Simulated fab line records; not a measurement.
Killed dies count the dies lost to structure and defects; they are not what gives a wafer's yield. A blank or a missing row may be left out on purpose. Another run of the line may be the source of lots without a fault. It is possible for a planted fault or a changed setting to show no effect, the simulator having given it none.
Which tool did it? | flow sky130 | 39 wafers from 13 lots sampled at 2 of the route's 708 steps

== WHAT THE GAUGES READ, wafer by wafer ==
SKY_LDD_HVN_OVL_MEAS_07.
lot  | measured     | on         | LDD_HVN_OVL (nm)
L290 | day 20 08:41 | overlay-01 | 3.4 2.9 1.3
L294 | day 22 03:59 | overlay-02 | -1.4 -2.5 -1.7
L295 | day 22 11:29 | overlay-01 | 1.8 0.7 0.4
L297 | day 23 12:52 | overlay-01 | 0.3 1.0 1.3
L301 | day 24 15:11 | overlay-02 | 0.3 0.5 -0.9
L302 | day 25 02:05 | overlay-01 | -1.0 -1.3 -1.2
L303 | day 25 14:40 | overlay-02 | -0.8 1.1 -1.5
L304 | day 25 22:25 | overlay-01 | 2.1 -0.2 -0.2
L308 | day 27 12:14 | overlay-01 | -2.7 -1.0 -1.1
L309 | day 27 17:20 | overlay-02 | 0.7 0.7 0.0
L310 | day 27 23:41 | overlay-02 | -0.8 -0.4 1.8
L312 | day 29 13:46 | overlay-02 | -1.4 -2.0 0.1
L311 | day 29 15:03 | overlay-02 | 0.1 -1.0 3.9

== EACH LOT AND THE TOOL THAT RAN IT (in order: tool; ch and the chambers of the sampled wafers; start) ==
lot  | SKY_LDD_N_IMPLANT_11
L290 | implanter-01 ch 0, day 17 19:08
L294 | implanter-03 ch 0, day 19 13:29
L295 | implanter-03 ch 0, day 19 21:14
L297 | implanter-04 ch 0, day 20 22:23
L301 | implanter-01 ch 0, day 22 03:08
L302 | implanter-04 ch 0, day 22 14:52
L303 | implanter-01 ch 0, day 23 03:47
L304 | implanter-03 ch 0, day 23 12:11
L308 | implanter-03 ch 0, day 25 01:29
L309 | implanter-01 ch 0, day 25 08:26
L310 | implanter-04 ch 0, day 25 13:54
L312 | implanter-03 ch 0, day 27 04:29
L311 | implanter-01 ch 0, day 27 05:07
- SKY_LDD_N_IMPLANT_11

== WHAT THE TOOLS THEMSELVES READ (means of the sampled wafers that have a number; where no wafer has one, the mark that the record gives instead) ==
SKY_LDD_N_IMPLANT_11.
lot  | tool         | dose-ions-cm2 | faraday-current-uA
L290 | implanter-01 | 7.498e+13     | 431
L294 | implanter-03 | 6.846e+13     | 388
L295 | implanter-03 | 6.834e+13     | 380
L297 | implanter-04 | 7.507e+13     | 424
L301 | implanter-01 | 7.490e+13     | 423
L302 | implanter-04 | 7.508e+13     | 419
L303 | implanter-01 | 7.496e+13     | 432
L304 | implanter-03 | 7.499e+13     | 425
L308 | implanter-03 | 7.494e+13     | 419
L309 | implanter-01 | 7.496e+13     | 425
L310 | implanter-04 | 7.514e+13     | 420
L312 | implanter-03 | 7.508e+13     | 422
L311 | implanter-01 | 7.495e+13     | 427

== THE ANSWER, worked out from the rows above alone ==
Rule: usual is defined by the lots themselves. Put in order of their means at a reading, lots are off if they are a third of the lots or fewer, leave a main group of 4 or more, and stand apart from it by a gap of 3 or more times the standard deviation of the main group's means; of several such gaps the widest counts. If all means in a main group match to the digits the tables above print for the reading, that group is not used. Also off: a lot with no number at a reading for which 4 or more lots have one. All remaining lots with rows at the step are treated as sound. First the gauges in route order, then the tools' own readings, where a lot's mean is used as printed above. At the first step where some lot is off, the reading lying furthest off is the one used; lots without a number count as furthest.
Off, at SKY_LDD_N_IMPLANT_11 on dose-ions-cm2: L294, L295. For the main group the mean is 7.500e+13 and the standard deviation 7.2e+10.
A tool fits if, at that step or a process step before it, it ran every lot that is off, and no sound lot after the first of them. Not one of the candidates tried fits.

== WHAT THE SIMULATOR PUT IN ==
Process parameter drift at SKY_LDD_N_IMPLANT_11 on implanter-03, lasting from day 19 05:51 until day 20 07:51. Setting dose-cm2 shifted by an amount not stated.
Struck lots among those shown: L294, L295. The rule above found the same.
